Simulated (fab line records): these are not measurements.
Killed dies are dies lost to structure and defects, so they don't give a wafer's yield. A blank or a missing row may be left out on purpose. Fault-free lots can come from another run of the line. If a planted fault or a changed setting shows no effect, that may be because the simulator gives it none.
fab line records / flow sky130
record lots=14 wafers=42 last-day=50
route steps=708 shown VIA2@519 METAL3@533
lots with no fault: from the same line, run without faults
start-h: the number of hours between the record's first day and the start of the first shown wafer of the lot / wait-h: how many hours have passed since the lot's step before this one / " unchanged from the row above / L1.1+2: a row that stands for several wafers / - value missing, or start not given / * or withheld: withheld / < > ~ a bound
route shown NAME@n: NAME is a module with steps in the file, n the number in the route of the first one / usual: the fault-free wafers' mean and standard deviation / same: alike in all rows / chamber/n: place in a boat / sites: the reading at each site / _std_site: the values' standard deviation / _edge_site: inner sites' mean taken away from outer sites' mean / radius-mm: how far each site lies from the wafer's centre / mask NAME#n: copy n / behind: the last tool/chamber to shape the wafer / hold: the reason the lot was held/the length of the hold in hours/how it ended / device: whichever transistor did not switch (one of n, p or np) / end of line: the tests these same wafers got at the end of their route / a step with no rows: only its recipe / killed: the dies lost at the first sort to structure and to defects; this is not the yield of the wafer / map: shows each die of a wafer: x if killed, . if not, _ if none is there
set.NAME: the setting as run; set.NAME@STEP: as run at that earlier step / model.NAME: the simulator's own value behind a step, which no gauge read
the route's steps for a sample of lots (tables are steps, rows are wafers)
services: the hour from which a tool's chamber was out of use, counted from the record's first day as start-h (under 0 if before that day), plus the number of hours and why
## steps
# step SKY_VIA2_CD_MEAS_12
# recipe target-cd-nm=200
# usual cd-nm=199.8/1.6
lot.wafer=L731.2 tool=cd-sem-02 chamber=- start-h=848.15 wait-h=- cd-nm=199.4
lot.wafer=L731.4 tool=cd-sem-02 chamber=- start-h=848.15 wait-h=- cd-nm=199.7
lot.wafer=L731.5 tool=cd-sem-02 chamber=- start-h=848.15 wait-h=- cd-nm=198.8
lot.wafer=L733.1 tool=cd-sem-01 chamber=- start-h=866.13 wait-h=- cd-nm=201.2
lot.wafer=L733.2 tool=cd-sem-01 chamber=- start-h=866.13 wait-h=- cd-nm=198.9
lot.wafer=L733.5 tool=cd-sem-01 chamber=- start-h=866.13 wait-h=- cd-nm=200.2
lot.wafer=L734.1 tool=cd-sem-01 chamber=- start-h=868.74 wait-h=- cd-nm=197.9
lot.wafer=L734.3 tool=cd-sem-01 chamber=- start-h=868.74 wait-h=- cd-nm=198.2
lot.wafer=L734.4 tool=cd-sem-01 chamber=- start-h=868.74 wait-h=- cd-nm=198.8
lot.wafer=L736.1 tool=cd-sem-01 chamber=- start-h=886.69 wait-h=- cd-nm=197.1
lot.wafer=L736.3 tool=cd-sem-01 chamber=- start-h=886.69 wait-h=- cd-nm=197.7
lot.wafer=L736.6 tool=cd-sem-01 chamber=- start-h=886.69 wait-h=- cd-nm=196.9
lot.wafer=L737.1 tool=cd-sem-01 chamber=- start-h=896.38 wait-h=- cd-nm=199.3
lot.wafer=L737.3 tool=cd-sem-01 chamber=- start-h=896.38 wait-h=- cd-nm=198.9
lot.wafer=L737.5 tool=cd-sem-01 chamber=- start-h=896.38 wait-h=- cd-nm=198.2
lot.wafer=L738.1 tool=cd-sem-02 chamber=- start-h=900.83 wait-h=- cd-nm=202.6
lot.wafer=L738.5 tool=cd-sem-02 chamber=- start-h=900.83 wait-h=- cd-nm=201.6
lot.wafer=L738.6 tool=cd-sem-02 chamber=- start-h=900.83 wait-h=- cd-nm=202.8
lot.wafer=L739.1 tool=cd-sem-01 chamber=- start-h=915.79 wait-h=- cd-nm=200.5
lot.wafer=L739.4 tool=cd-sem-01 chamber=- start-h=915.79 wait-h=- cd-nm=201.2
lot.wafer=L739.6 tool=cd-sem-01 chamber=- start-h=915.79 wait-h=- cd-nm=200.5
lot.wafer=L748.2 tool=cd-sem-02 chamber=- start-h=984.16 wait-h=- cd-nm=200.7
lot.wafer=L748.4 tool=cd-sem-02 chamber=- start-h=984.16 wait-h=- cd-nm=201.3
lot.wafer=L748.6 tool=cd-sem-02 chamber=- start-h=984.16 wait-h=- cd-nm=201.0
lot.wafer=L749.1 tool=cd-sem-02 chamber=- start-h=985.13 wait-h=- cd-nm=200.4
lot.wafer=L749.4 tool=cd-sem-02 chamber=- start-h=985.13 wait-h=- cd-nm=200.5
lot.wafer=L749.5 tool=cd-sem-02 chamber=- start-h=985.13 wait-h=- cd-nm=200.8
lot.wafer=L750.3 tool=cd-sem-02 chamber=- start-h=986.97 wait-h=- cd-nm=201.1
lot.wafer=L750.4 tool=cd-sem-02 chamber=- start-h=986.97 wait-h=- cd-nm=199.6
lot.wafer=L750.6 tool=cd-sem-02 chamber=- start-h=986.97 wait-h=- cd-nm=201.0
lot.wafer=L751.1 tool=cd-sem-01 chamber=- start-h=988.45 wait-h=- cd-nm=197.6
lot.wafer=L751.3 tool=cd-sem-01 chamber=- start-h=988.45 wait-h=- cd-nm=198.9
lot.wafer=L751.4 tool=cd-sem-01 chamber=- start-h=988.45 wait-h=- cd-nm=199.7
lot.wafer=L752.2 tool=cd-sem-02 chamber=- start-h=1000.77 wait-h=- cd-nm=202.3
lot.wafer=L752.3 tool=cd-sem-02 chamber=- start-h=1000.77 wait-h=- cd-nm=202.9
lot.wafer=L752.6 tool=cd-sem-02 chamber=- start-h=1000.77 wait-h=- cd-nm=202.3
lot.wafer=L753.2 tool=cd-sem-02 chamber=- start-h=1004.10 wait-h=- cd-nm=200.4
lot.wafer=L753.4 tool=cd-sem-02 chamber=- start-h=1004.10 wait-h=- cd-nm=199.9
lot.wafer=L753.6 tool=cd-sem-02 chamber=- start-h=1004.10 wait-h=- cd-nm=201.5
lot.wafer=L754.1 tool=cd-sem-02 chamber=- start-h=1018.49 wait-h=- cd-nm=202.4
lot.wafer=L754.3 tool=cd-sem-02 chamber=- start-h=1018.49 wait-h=- cd-nm=201.7
lot.wafer=L754.4 tool=cd-sem-02 chamber=- start-h=1018.49 wait-h=- cd-nm=201.8
# step SKY_VIA2_THK_MEAS_23
# recipe thk-meas-gauge=xrf reads=W_of_VIA2_CVD_21
# usual VIA2_W_THK=440/7
lot.wafer=L731.2 tool=film-metro-01 chamber=- start-h=849.31 wait-h=0.1 VIA2_W_THK[nm]=439
lot.wafer=L731.4 tool=film-metro-01 chamber=- start-h=849.31 wait-h=0.1 VIA2_W_THK[nm]=431
lot.wafer=L731.5 tool=film-metro-01 chamber=- start-h=849.31 wait-h=0.1 VIA2_W_THK[nm]=430
lot.wafer=L733.1 tool=film-metro-02 chamber=- start-h=867.30 wait-h=0.1 VIA2_W_THK[nm]=446
lot.wafer=L733.2 tool=film-metro-02 chamber=- start-h=867.30 wait-h=0.1 VIA2_W_THK[nm]=435
lot.wafer=L733.5 tool=film-metro-02 chamber=- start-h=867.30 wait-h=0.1 VIA2_W_THK[nm]=444
lot.wafer=L734.1 tool=film-metro-02 chamber=- start-h=869.91 wait-h=0.1 VIA2_W_THK[nm]=440
lot.wafer=L734.3 tool=film-metro-02 chamber=- start-h=869.91 wait-h=0.1 VIA2_W_THK[nm]=441
lot.wafer=L734.4 tool=film-metro-02 chamber=- start-h=869.91 wait-h=0.1 VIA2_W_THK[nm]=447
lot.wafer=L736.1 tool=film-metro-01 chamber=- start-h=887.86 wait-h=0.1 VIA2_W_THK[nm]=429
lot.wafer=L736.3 tool=film-metro-01 chamber=- start-h=887.86 wait-h=0.1 VIA2_W_THK[nm]=437
lot.wafer=L736.6 tool=film-metro-01 chamber=- start-h=887.86 wait-h=0.1 VIA2_W_THK[nm]=436
lot.wafer=L737.1 tool=film-metro-01 chamber=- start-h=897.55 wait-h=0.1 VIA2_W_THK[nm]=431
lot.wafer=L737.3 tool=film-metro-01 chamber=- start-h=897.55 wait-h=0.1 VIA2_W_THK[nm]=434
lot.wafer=L737.5 tool=film-metro-01 chamber=- start-h=897.55 wait-h=0.1 VIA2_W_THK[nm]=428
lot.wafer=L738.1 tool=film-metro-04 chamber=- start-h=902.01 wait-h=0.1 VIA2_W_THK[nm]=443
lot.wafer=L738.5 tool=film-metro-04 chamber=- start-h=902.01 wait-h=0.1 VIA2_W_THK[nm]=448
lot.wafer=L738.6 tool=film-metro-04 chamber=- start-h=902.01 wait-h=0.1 VIA2_W_THK[nm]=447
lot.wafer=L739.1 tool=film-metro-01 chamber=- start-h=917.00 wait-h=0.1 VIA2_W_THK[nm]=441
lot.wafer=L739.4 tool=film-metro-01 chamber=- start-h=917.00 wait-h=0.1 VIA2_W_THK[nm]=442
lot.wafer=L739.6 tool=film-metro-01 chamber=- start-h=917.00 wait-h=0.1 VIA2_W_THK[nm]=446
lot.wafer=L748.2 tool=film-metro-02 chamber=- start-h=985.36 wait-h=0.1 VIA2_W_THK[nm]=450
lot.wafer=L748.4 tool=film-metro-02 chamber=- start-h=985.36 wait-h=0.1 VIA2_W_THK[nm]=436
lot.wafer=L748.6 tool=film-metro-02 chamber=- start-h=985.36 wait-h=0.1 VIA2_W_THK[nm]=447
lot.wafer=L749.1 tool=film-metro-04 chamber=- start-h=986.34 wait-h=0.1 VIA2_W_THK[nm]=442
lot.wafer=L749.4 tool=film-metro-04 chamber=- start-h=986.34 wait-h=0.1 VIA2_W_THK[nm]=443
lot.wafer=L749.5 tool=film-metro-04 chamber=- start-h=986.34 wait-h=0.1 VIA2_W_THK[nm]=442
lot.wafer=L750.3 tool=film-metro-01 chamber=- start-h=988.21 wait-h=0.1 VIA2_W_THK[nm]=443
lot.wafer=L750.4 tool=film-metro-01 chamber=- start-h=988.21 wait-h=0.1 VIA2_W_THK[nm]=448
lot.wafer=L750.6 tool=film-metro-01 chamber=- start-h=988.21 wait-h=0.1 VIA2_W_THK[nm]=443
lot.wafer=L751.1 tool=film-metro-04 chamber=- start-h=989.66 wait-h=0.1 VIA2_W_THK[nm]=446
lot.wafer=L751.3 tool=film-metro-04 chamber=- start-h=989.66 wait-h=0.1 VIA2_W_THK[nm]=448
lot.wafer=L751.4 tool=film-metro-04 chamber=- start-h=989.66 wait-h=0.1 VIA2_W_THK[nm]=443
lot.wafer=L752.2 tool=film-metro-02 chamber=- start-h=1001.98 wait-h=0.1 VIA2_W_THK[nm]=446
lot.wafer=L752.3 tool=film-metro-02 chamber=- start-h=1001.98 wait-h=0.1 VIA2_W_THK[nm]=443
lot.wafer=L752.6 tool=film-metro-02 chamber=- start-h=1001.98 wait-h=0.1 VIA2_W_THK[nm]=430
lot.wafer=L753.2 tool=film-metro-04 chamber=- start-h=1005.31 wait-h=0.1 VIA2_W_THK[nm]=454
lot.wafer=L753.4 tool=film-metro-04 chamber=- start-h=1005.31 wait-h=0.1 VIA2_W_THK[nm]=452
lot.wafer=L753.6 tool=film-metro-04 chamber=- start-h=1005.31 wait-h=0.1 VIA2_W_THK[nm]=454
lot.wafer=L754.1 tool=film-metro-04 chamber=- start-h=1019.66 wait-h=0.1 VIA2_W_THK[nm]=434
lot.wafer=L754.3 tool=film-metro-04 chamber=- start-h=1019.66 wait-h=0.1 VIA2_W_THK[nm]=441
lot.wafer=L754.4 tool=film-metro-04 chamber=- start-h=1019.66 wait-h=0.1 VIA2_W_THK[nm]=435
# step SKY_METAL3_SPUTTER_01
# recipe material=TiN target-thk-nm=20 power-w=6500 time-s=16.7 chamber-pressure-pa=0.4
# usual cathode-dc-power-W=6500.0/1.2 chamber-pressure-pa=0.4001/0.00079 throttle-valve-pct=30.3/0.89
lot.wafer=L731.2 tool=pvd-sputter-02 chamber=- start-h=849.68 wait-h=0.0 cathode-dc-power-W=6500.8 chamber-pressure-pa=0.4006 throttle-valve-pct=28.7
lot.wafer=L731.4 tool=pvd-sputter-02 chamber=- start-h=849.68 wait-h=0.0 cathode-dc-power-W=6499.8 chamber-pressure-pa=0.4005 throttle-valve-pct=31.6
lot.wafer=L731.5 tool=pvd-sputter-02 chamber=- start-h=849.68 wait-h=0.0 cathode-dc-power-W=6504.1 chamber-pressure-pa=0.4002 throttle-valve-pct=31.3
lot.wafer=L733.1 tool=pvd-sputter-04 chamber=- start-h=867.68 wait-h=0.0 cathode-dc-power-W=6498.8 chamber-pressure-pa=0.4004 throttle-valve-pct=31.1
lot.wafer=L733.2 tool=pvd-sputter-04 chamber=- start-h=867.68 wait-h=0.0 cathode-dc-power-W=6500.6 chamber-pressure-pa=0.4004 throttle-valve-pct=30.6
lot.wafer=L733.5 tool=pvd-sputter-04 chamber=- start-h=867.68 wait-h=0.0 cathode-dc-power-W=6500.4 chamber-pressure-pa=0.3995 throttle-valve-pct=28.9
lot.wafer=L734.1 tool=pvd-sputter-02 chamber=- start-h=870.29 wait-h=0.0 cathode-dc-power-W=6502.0 chamber-pressure-pa=0.4005 throttle-valve-pct=30.4
lot.wafer=L734.3 tool=pvd-sputter-02 chamber=- start-h=870.29 wait-h=0.0 cathode-dc-power-W=6501.0 chamber-pressure-pa=0.4016 throttle-valve-pct=28.8
lot.wafer=L734.4 tool=pvd-sputter-02 chamber=- start-h=870.29 wait-h=0.0 cathode-dc-power-W=6500.9 chamber-pressure-pa=0.3997 throttle-valve-pct=31.6
lot.wafer=L736.1 tool=pvd-sputter-02 chamber=- start-h=888.24 wait-h=0.0 cathode-dc-power-W=6499.3 chamber-pressure-pa=0.3989 throttle-valve-pct=31.1
lot.wafer=L736.3 tool=pvd-sputter-02 chamber=- start-h=888.24 wait-h=0.0 cathode-dc-power-W=6497.7 chamber-pressure-pa=0.3995 throttle-valve-pct=31.8
lot.wafer=L736.6 tool=pvd-sputter-02 chamber=- start-h=888.24 wait-h=0.0 cathode-dc-power-W=6499.1 chamber-pressure-pa=0.3992 throttle-valve-pct=31.7
lot.wafer=L737.1 tool=pvd-sputter-04 chamber=- start-h=897.93 wait-h=0.0 cathode-dc-power-W=6500.0 chamber-pressure-pa=0.3998 throttle-valve-pct=29.1
lot.wafer=L737.3 tool=pvd-sputter-04 chamber=- start-h=897.93 wait-h=0.0 cathode-dc-power-W=6499.8 chamber-pressure-pa=0.4017 throttle-valve-pct=31.1
lot.wafer=L737.5 tool=pvd-sputter-04 chamber=- start-h=897.93 wait-h=0.0 cathode-dc-power-W=6499.5 chamber-pressure-pa=0.4013 throttle-valve-pct=31.1
lot.wafer=L738.1 tool=pvd-sputter-02 chamber=- start-h=902.39 wait-h=0.0 cathode-dc-power-W=6501.7 chamber-pressure-pa=0.3992 throttle-valve-pct=31.6
lot.wafer=L738.5 tool=pvd-sputter-02 chamber=- start-h=902.39 wait-h=0.0 cathode-dc-power-W=6501.2 chamber-pressure-pa=0.4005 throttle-valve-pct=28.9
lot.wafer=L738.6 tool=pvd-sputter-02 chamber=- start-h=902.39 wait-h=0.0 cathode-dc-power-W=6500.4 chamber-pressure-pa=0.3989 throttle-valve-pct=31.8
lot.wafer=L739.1 tool=pvd-sputter-04 chamber=- start-h=917.38 wait-h=0.0 cathode-dc-power-W=6501.3 chamber-pressure-pa=0.4000 throttle-valve-pct=30.8
lot.wafer=L739.4 tool=pvd-sputter-04 chamber=- start-h=917.38 wait-h=0.0 cathode-dc-power-W=6500.4 chamber-pressure-pa=0.3998 throttle-valve-pct=29.6
lot.wafer=L739.6 tool=pvd-sputter-04 chamber=- start-h=917.38 wait-h=0.0 cathode-dc-power-W=6500.5 chamber-pressure-pa=0.4007 throttle-valve-pct=29.4
lot.wafer=L748.2 tool=pvd-sputter-02 chamber=- start-h=985.73 wait-h=0.0 cathode-dc-power-W=6499.4 chamber-pressure-pa=0.4004 throttle-valve-pct=31.0
lot.wafer=L748.4 tool=pvd-sputter-02 chamber=- start-h=985.73 wait-h=0.0 cathode-dc-power-W=6500.6 chamber-pressure-pa=0.4003 throttle-valve-pct=31.6
lot.wafer=L748.6 tool=pvd-sputter-02 chamber=- start-h=985.73 wait-h=0.0 cathode-dc-power-W=6502.8 chamber-pressure-pa=0.4000 throttle-valve-pct=30.4
lot.wafer=L749.1 tool=pvd-sputter-03 chamber=- start-h=986.72 wait-h=0.0 cathode-dc-power-W=6498.8 chamber-pressure-pa=0.4026 throttle-valve-pct=31.0
lot.wafer=L749.4 tool=pvd-sputter-03 chamber=- start-h=986.72 wait-h=0.0 cathode-dc-power-W=6500.8 chamber-pressure-pa=0.4002 throttle-valve-pct=30.5
lot.wafer=L749.5 tool=pvd-sputter-03 chamber=- start-h=986.72 wait-h=0.0 cathode-dc-power-W=6499.6 chamber-pressure-pa=0.4003 throttle-valve-pct=29.8
lot.wafer=L750.3 tool=pvd-sputter-04 chamber=- start-h=988.57 wait-h=0.0 cathode-dc-power-W=6499.0 chamber-pressure-pa=0.3998 throttle-valve-pct=31.2
lot.wafer=L750.4 tool=pvd-sputter-04 chamber=- start-h=988.57 wait-h=0.0 cathode-dc-power-W=6500.0 chamber-pressure-pa=0.3995 throttle-valve-pct=29.2
lot.wafer=L750.6 tool=pvd-sputter-04 chamber=- start-h=988.57 wait-h=0.0 cathode-dc-power-W=6499.2 chamber-pressure-pa=0.3996 throttle-valve-pct=31.2
lot.wafer=L751.1 tool=pvd-sputter-04 chamber=- start-h=990.04 wait-h=0.0 cathode-dc-power-W=6499.7 chamber-pressure-pa=0.4023 throttle-valve-pct=30.9
lot.wafer=L751.3 tool=pvd-sputter-04 chamber=- start-h=990.04 wait-h=0.0 cathode-dc-power-W=6499.8 chamber-pressure-pa=0.4011 throttle-valve-pct=30.9
lot.wafer=L751.4 tool=pvd-sputter-04 chamber=- start-h=990.04 wait-h=0.0 cathode-dc-power-W=6502.4 chamber-pressure-pa=0.4010 throttle-valve-pct=30.7
lot.wafer=L752.2 tool=pvd-sputter-03 chamber=- start-h=1003.09 wait-h=0.0 cathode-dc-power-W=6498.5 chamber-pressure-pa=0.3997 throttle-valve-pct=30.3
lot.wafer=L752.3 tool=pvd-sputter-03 chamber=- start-h=1003.09 wait-h=0.0 cathode-dc-power-W=6499.1 chamber-pressure-pa=0.4002 throttle-valve-pct=30.7
lot.wafer=L752.6 tool=pvd-sputter-03 chamber=- start-h=1003.09 wait-h=0.0 cathode-dc-power-W=6501.6 chamber-pressure-pa=0.3992 throttle-valve-pct=30.3
lot.wafer=L753.2 tool=pvd-sputter-02 chamber=- start-h=1005.68 wait-h=0.0 cathode-dc-power-W=6499.0 chamber-pressure-pa=0.4001 throttle-valve-pct=31.1
lot.wafer=L753.4 tool=pvd-sputter-02 chamber=- start-h=1005.68 wait-h=0.0 cathode-dc-power-W=6498.1 chamber-pressure-pa=0.4009 throttle-valve-pct=31.9
lot.wafer=L753.6 tool=pvd-sputter-02 chamber=- start-h=1005.68 wait-h=0.0 cathode-dc-power-W=6500.9 chamber-pressure-pa=0.3994 throttle-valve-pct=31.0
lot.wafer=L754.1 tool=pvd-sputter-03 chamber=- start-h=1020.04 wait-h=0.0 cathode-dc-power-W=6501.5 chamber-pressure-pa=0.4015 throttle-valve-pct=30.0
lot.wafer=L754.3 tool=pvd-sputter-03 chamber=- start-h=1020.04 wait-h=0.0 cathode-dc-power-W=6500.3 chamber-pressure-pa=0.4001 throttle-valve-pct=30.4
lot.wafer=L754.4 tool=pvd-sputter-03 chamber=- start-h=1020.04 wait-h=0.0 cathode-dc-power-W=6499.7 chamber-pressure-pa=0.4004 throttle-valve-pct=31.0
# step SKY_METAL3_SPUTTER_02
# recipe material=AlCu target-thk-nm=735 power-w=10600 time-s=39.1 chamber-pressure-pa=0.4
# usual cathode-dc-power-W=10600/2 chamber-pressure-pa=0.3999/0.00076 throttle-valve-pct=30.3/0.87
lot.wafer=L731.2 tool=pvd-sputter-02 chamber=- start-h=849.71 wait-h=0.0 cathode-dc-power-W=10600 chamber-pressure-pa=0.4000 throttle-valve-pct=29.1
lot.wafer=L731.4 tool=pvd-sputter-02 chamber=- start-h=849.71 wait-h=0.0 cathode-dc-power-W=10598 chamber-pressure-pa=0.4010 throttle-valve-pct=31.8
lot.wafer=L731.5 tool=pvd-sputter-02 chamber=- start-h=849.71 wait-h=0.0 cathode-dc-power-W=10601 chamber-pressure-pa=0.4008 throttle-valve-pct=31.2
lot.wafer=L733.1 tool=pvd-sputter-04 chamber=- start-h=867.71 wait-h=0.0 cathode-dc-power-W=10598 chamber-pressure-pa=0.3996 throttle-valve-pct=31.3
lot.wafer=L733.2 tool=pvd-sputter-04 chamber=- start-h=867.71 wait-h=0.0 cathode-dc-power-W=10596 chamber-pressure-pa=0.4001 throttle-valve-pct=30.5
lot.wafer=L733.5 tool=pvd-sputter-04 chamber=- start-h=867.71 wait-h=0.0 cathode-dc-power-W=10598 chamber-pressure-pa=0.3986 throttle-valve-pct=29.5
lot.wafer=L734.1 tool=pvd-sputter-02 chamber=- start-h=870.31 wait-h=0.0 cathode-dc-power-W=10599 chamber-pressure-pa=0.3992 throttle-valve-pct=30.3
lot.wafer=L734.3 tool=pvd-sputter-02 chamber=- start-h=870.31 wait-h=0.0 cathode-dc-power-W=10598 chamber-pressure-pa=0.3989 throttle-valve-pct=28.8
lot.wafer=L734.4 tool=pvd-sputter-02 chamber=- start-h=870.31 wait-h=0.0 cathode-dc-power-W=10597 chamber-pressure-pa=0.4003 throttle-valve-pct=31.0
lot.wafer=L736.1 tool=pvd-sputter-02 chamber=- start-h=888.26 wait-h=0.0 cathode-dc-power-W=10600 chamber-pressure-pa=0.4001 throttle-valve-pct=30.8
lot.wafer=L736.3 tool=pvd-sputter-02 chamber=- start-h=888.26 wait-h=0.0 cathode-dc-power-W=10602 chamber-pressure-pa=0.3996 throttle-valve-pct=31.6
lot.wafer=L736.6 tool=pvd-sputter-02 chamber=- start-h=888.26 wait-h=0.0 cathode-dc-power-W=10600 chamber-pressure-pa=0.4001 throttle-valve-pct=31.5
lot.wafer=L737.1 tool=pvd-sputter-04 chamber=- start-h=897.96 wait-h=0.0 cathode-dc-power-W=10599 chamber-pressure-pa=0.3990 throttle-valve-pct=29.3
lot.wafer=L737.3 tool=pvd-sputter-04 chamber=- start-h=897.96 wait-h=0.0 cathode-dc-power-W=10596 chamber-pressure-pa=0.3993 throttle-valve-pct=31.1
lot.wafer=L737.5 tool=pvd-sputter-04 chamber=- start-h=897.96 wait-h=0.0 cathode-dc-power-W=10600 chamber-pressure-pa=0.4003 throttle-valve-pct=31.2
lot.wafer=L738.1 tool=pvd-sputter-02 chamber=- start-h=902.42 wait-h=0.0 cathode-dc-power-W=10601 chamber-pressure-pa=0.3990 throttle-valve-pct=31.4
lot.wafer=L738.5 tool=pvd-sputter-02 chamber=- start-h=902.42 wait-h=0.0 cathode-dc-power-W=10604 chamber-pressure-pa=0.3998 throttle-valve-pct=29.1
lot.wafer=L738.6 tool=pvd-sputter-02 chamber=- start-h=902.42 wait-h=0.0 cathode-dc-power-W=10601 chamber-pressure-pa=0.3999 throttle-valve-pct=31.6
lot.wafer=L739.1 tool=pvd-sputter-04 chamber=- start-h=917.41 wait-h=0.0 cathode-dc-power-W=10599 chamber-pressure-pa=0.4000 throttle-valve-pct=30.8
lot.wafer=L739.4 tool=pvd-sputter-04 chamber=- start-h=917.41 wait-h=0.0 cathode-dc-power-W=10601 chamber-pressure-pa=0.3980 throttle-valve-pct=29.3
lot.wafer=L739.6 tool=pvd-sputter-04 chamber=- start-h=917.41 wait-h=0.0 cathode-dc-power-W=10602 chamber-pressure-pa=0.3988 throttle-valve-pct=29.2
lot.wafer=L748.2 tool=pvd-sputter-02 chamber=- start-h=985.76 wait-h=0.0 cathode-dc-power-W=- chamber-pressure-pa=- throttle-valve-pct=-
lot.wafer=L748.4 tool=pvd-sputter-02 chamber=- start-h=985.76 wait-h=0.0 cathode-dc-power-W=- chamber-pressure-pa=- throttle-valve-pct=-
lot.wafer=L748.6 tool=pvd-sputter-02 chamber=- start-h=985.76 wait-h=0.0 cathode-dc-power-W=- chamber-pressure-pa=- throttle-valve-pct=-
lot.wafer=L749.1 tool=pvd-sputter-03 chamber=- start-h=986.75 wait-h=0.0 cathode-dc-power-W=- chamber-pressure-pa=- throttle-valve-pct=-
lot.wafer=L749.4 tool=pvd-sputter-03 chamber=- start-h=986.75 wait-h=0.0 cathode-dc-power-W=- chamber-pressure-pa=- throttle-valve-pct=-
lot.wafer=L749.5 tool=pvd-sputter-03 chamber=- start-h=986.75 wait-h=0.0 cathode-dc-power-W=- chamber-pressure-pa=- throttle-valve-pct=-
lot.wafer=L750.3 tool=pvd-sputter-04 chamber=- start-h=988.59 wait-h=0.0 cathode-dc-power-W=10600 chamber-pressure-pa=0.4018 throttle-valve-pct=31.2
lot.wafer=L750.4 tool=pvd-sputter-04 chamber=- start-h=988.59 wait-h=0.0 cathode-dc-power-W=10597 chamber-pressure-pa=0.3995 throttle-valve-pct=29.1
lot.wafer=L750.6 tool=pvd-sputter-04 chamber=- start-h=988.59 wait-h=0.0 cathode-dc-power-W=10602 chamber-pressure-pa=0.4000 throttle-valve-pct=31.2
lot.wafer=L751.1 tool=pvd-sputter-04 chamber=- start-h=990.07 wait-h=0.0 cathode-dc-power-W=10599 chamber-pressure-pa=0.3996 throttle-valve-pct=31.0
lot.wafer=L751.3 tool=pvd-sputter-04 chamber=- start-h=990.07 wait-h=0.0 cathode-dc-power-W=10601 chamber-pressure-pa=0.3996 throttle-valve-pct=30.7
lot.wafer=L751.4 tool=pvd-sputter-04 chamber=- start-h=990.07 wait-h=0.0 cathode-dc-power-W=10596 chamber-pressure-pa=0.3990 throttle-valve-pct=30.4
lot.wafer=L752.2 tool=pvd-sputter-03 chamber=- start-h=1003.11 wait-h=0.0 cathode-dc-power-W=10601 chamber-pressure-pa=0.4001 throttle-valve-pct=30.3
lot.wafer=L752.3 tool=pvd-sputter-03 chamber=- start-h=1003.11 wait-h=0.0 cathode-dc-power-W=10601 chamber-pressure-pa=0.3993 throttle-valve-pct=30.9
lot.wafer=L752.6 tool=pvd-sputter-03 chamber=- start-h=1003.11 wait-h=0.0 cathode-dc-power-W=10601 chamber-pressure-pa=0.3994 throttle-valve-pct=30.4
lot.wafer=L753.2 tool=pvd-sputter-02 chamber=- start-h=1005.71 wait-h=0.0 cathode-dc-power-W=10600 chamber-pressure-pa=0.4004 throttle-valve-pct=30.7
lot.wafer=L753.4 tool=pvd-sputter-02 chamber=- start-h=1005.71 wait-h=0.0 cathode-dc-power-W=10598 chamber-pressure-pa=0.4012 throttle-valve-pct=31.9
lot.wafer=L753.6 tool=pvd-sputter-02 chamber=- start-h=1005.71 wait-h=0.0 cathode-dc-power-W=10599 chamber-pressure-pa=0.3999 throttle-valve-pct=31.2
lot.wafer=L754.1 tool=pvd-sputter-03 chamber=- start-h=1020.06 wait-h=0.0 cathode-dc-power-W=10601 chamber-pressure-pa=0.4021 throttle-valve-pct=30.0
lot.wafer=L754.3 tool=pvd-sputter-03 chamber=- start-h=1020.06 wait-h=0.0 cathode-dc-power-W=10600 chamber-pressure-pa=0.3998 throttle-valve-pct=30.4
lot.wafer=L754.4 tool=pvd-sputter-03 chamber=- start-h=1020.06 wait-h=0.0 cathode-dc-power-W=10601 chamber-pressure-pa=0.3997 throttle-valve-pct=31.1
## services
tool=pvd-sputter-03 chamber=- start-h=879.41 hours=2.4 kind=repair
tool=pvd-sputter-03 chamber=- start-h=914.68 hours=2.8 kind=repair
tool=pvd-sputter-03 chamber=- start-h=917.05 hours=0.6 kind=repair
tool=pvd-sputter-04 chamber=- start-h=932.89 hours=11.4 kind=repair
tool=pvd-sputter-04 chamber=- start-h=949.14 hours=3.7 kind=repair
tool=pvd-sputter-02 chamber=- start-h=952.40 hours=1.0 kind=repair
tool=pvd-sputter-03 chamber=- start-h=985.56 hours=0.9 kind=repair
## key
first-sign step=SKY_METAL3_SPUTTER_02 reading=tool-record direction=missing
effect none on later readings
met-at SKY_METAL3_SPUTTER_02
struck-lots L748,L749
later-rows-left-out L748.2,L748.4,L748.6,L749.1,L749.4,L749.5
sort-left-out L748.2,L748.4,L748.6,L749.1,L749.4,L749.5
not-acting-at SKY_VIA2_CD_MEAS_12,SKY_VIA2_THK_MEAS_23,SKY_METAL3_SPUTTER_01
onset-between 902.42 985.76
fault kind=skipped-step-whole tool=pvd-sputter-02,pvd-sputter-03 chamber=- onset-h=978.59 steps=SKY_METAL3_SPUTTER_02 scope=struck-lots-only
# sort-left-out: the simulated sort isn't trusted on such a fault, so these wafers' sort isn't shown, and their yield isn't known
# later-rows-left-out: the simulator's readings of these wafers behind a module that went badly wrong aren't trusted and aren't shown, but for the sort
